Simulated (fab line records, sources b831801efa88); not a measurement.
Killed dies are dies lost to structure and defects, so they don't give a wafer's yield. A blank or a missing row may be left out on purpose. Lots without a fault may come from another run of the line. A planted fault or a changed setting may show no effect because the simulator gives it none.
A struck lot beside a sound one | flow sfq_line | 18 steps out of a route of 325
Sound: wafers L117.3, L117.4, L117.5. Struck: wafers L131.2, L131.3, L131.6. The cause comes at the end.
At each step with rows: each side's tool, then ch and its chambers, then its first start. Under that, the readings that differ: sound wafers | struck wafers | difference of the means | sigmas: that difference in standard deviations of wafers without a fault.
alike: readings whose means differ by less than 2 such deviations, and words and numbers that are the same on both sides. not compared: withheld readings, readings that some wafer has no value for, bounds like >300 that may hide the same value, and numbers for which the record gives no deviation and whose values overlap.
The two part at a step that has a row with sigmas, a row that says differs or no value, or rows on one side only. Numbers that don't overlap but have no deviation are shown without sigmas and don't part them. A reading that every wafer of one side lacks parts them only if that side has two wafers or more.

SFQ_TRILAYER_M3_BARC_OPEN_METAL_ETCH_100: etches BARC in O2, target depth 125 nm, time 41.7 s.
  sound on rie_metal-04 ch 0,1, day 44 21:37; struck on rie_metal-02 ch 0,1, day 52 13:38
  alike: drypump_motor_current_A, oes_product_au
  not compared: rf_hours_counter_h
SFQ_TRILAYER_M3_ETCH_METAL_ETCH_078: etches Nb in Cl2/Ar, stops on SiO2, target depth 240 nm, time 120 s.
  sound on rie_metal-04 ch 0,1, day 44 21:42; struck on rie_metal-02 ch 0,1, day 52 13:41
  alike: drypump_motor_current_A, oes_product_au
  not compared: rf_hours_counter_h
SFQ_TRILAYER_M3_STRIP_STRIP_079: strips in O2.
  sound on rie_metal-04 ch 0,1, day 44 21:59; struck on rie_metal-02 ch 0,1, day 52 13:49
  alike: drypump_motor_current_A, oes_product_au, platen_temp_c
  not compared: rf_hours_counter_h
then, 1 step without rows for these wafers: SFQ_TRILAYER_M3_STRIP_SOLV_CLEAN_080 (cleans in NMP, time 600 s).
SFQ_TRILAYER_I3_DEP_PECVD_081: deposits SiO2 from SiH4/N2O, time 111.11 s, target thk 500 nm.
  sound on pecvd-03 ch 1,2, day 44 22:37; struck on pecvd-03 ch 0,1,2, day 52 14:35
  alike: heater_power_outer_w, heater_power_w, susceptor_temp_C, throttle_valve_pct
  not compared: since_wet_clean_h
SFQ_TRILAYER_I3_CMP_CMP_082: polishes SiO2.
  sound on cmp-01 ch 0,2,3, day 45 16:51; struck on cmp-02 ch 1,3, day 53 01:29
  alike: motor_current_A, platen_rpm, time_to_endpoint_s
SFQ_I3_BOW_MEAS_922:
  sound on film_metro-01, day 45 19:53; struck on film_metro-02, day 53 04:31
  alike: I3_BOW
then, 5 steps without rows for these wafers: SFQ_TRILAYER_I3_METRO_MEASURE_083; SFQ_TRILAYER_I3_VIA_LITHO_COAT_090 (resist thk 62 nm); SFQ_TRILAYER_I3_VIA_LITHO_COAT_085 (resist thk 650 nm); SFQ_TRILAYER_I3_VIA_LITHO_SOFTBAKE_089; SFQ_TRILAYER_I3_VIA_LITHO_EXPOSE_086 (exposes mask I3, target cd 500 nm).
-- the record jumps here: 4 days lie between the struck wafers' starts before and after --
SFQ_TRILAYER_I3_VIA_LITHO_PEB_088: peb time 60 s.
  sound on litho_track-04 ch 0, day 51 03:44; struck on litho_track-04 ch 0, day 57 14:04
then, 1 step without rows for these wafers: SFQ_TRILAYER_I3_VIA_LITHO_DEVELOP_087 (time 60 s).
SFQ_I3_OVL_MEAS_923:
  sound on overlay-01, day 51 04:01; struck on overlay-01, day 57 14:20
  alike: I3_OVL
SFQ_TRILAYER_I3_VIA_BARC_OPEN_VIA_ETCH_121: etches BARC in O2, target depth 125 nm, time 41.7 s.
  sound on rie_diel-02 ch 0,1,3, day 51 04:02; struck on rie_diel-03 ch 0,1, day 57 14:22
  reading             | sound           | struck          | difference | sigmas
  model.I3.cd_nm (nm) | 501.2 502 501.1 | 560 558.8 558.9 | +58        |
  alike: drypump_motor_current_A, oes_product_au
  not compared: rf_hours_counter_h
SFQ_TRILAYER_I3_VIA_ETCH_VIA_ETCH_088: etches SiO2 in CHF3, stops on Nb, target depth 260 nm.
  sound on rie_diel-02 ch 0,1,3, day 51 04:04; struck on rie_diel-03 ch 0,1, day 57 14:25
  reading             | sound           | struck          | difference | sigmas
  model.I3.cd_nm (nm) | 502.1 502 497.8 | 560.8 557 557.1 | +57.7      |
  alike: drypump_motor_current_A, oes_product_au
then, 1 step without rows for these wafers: SFQ_TRILAYER_I3_VIA_STRIP_STRIP_089 (strips in O2).

WHERE THEY PART
Nowhere in this record.

WHY: what the simulator had put in
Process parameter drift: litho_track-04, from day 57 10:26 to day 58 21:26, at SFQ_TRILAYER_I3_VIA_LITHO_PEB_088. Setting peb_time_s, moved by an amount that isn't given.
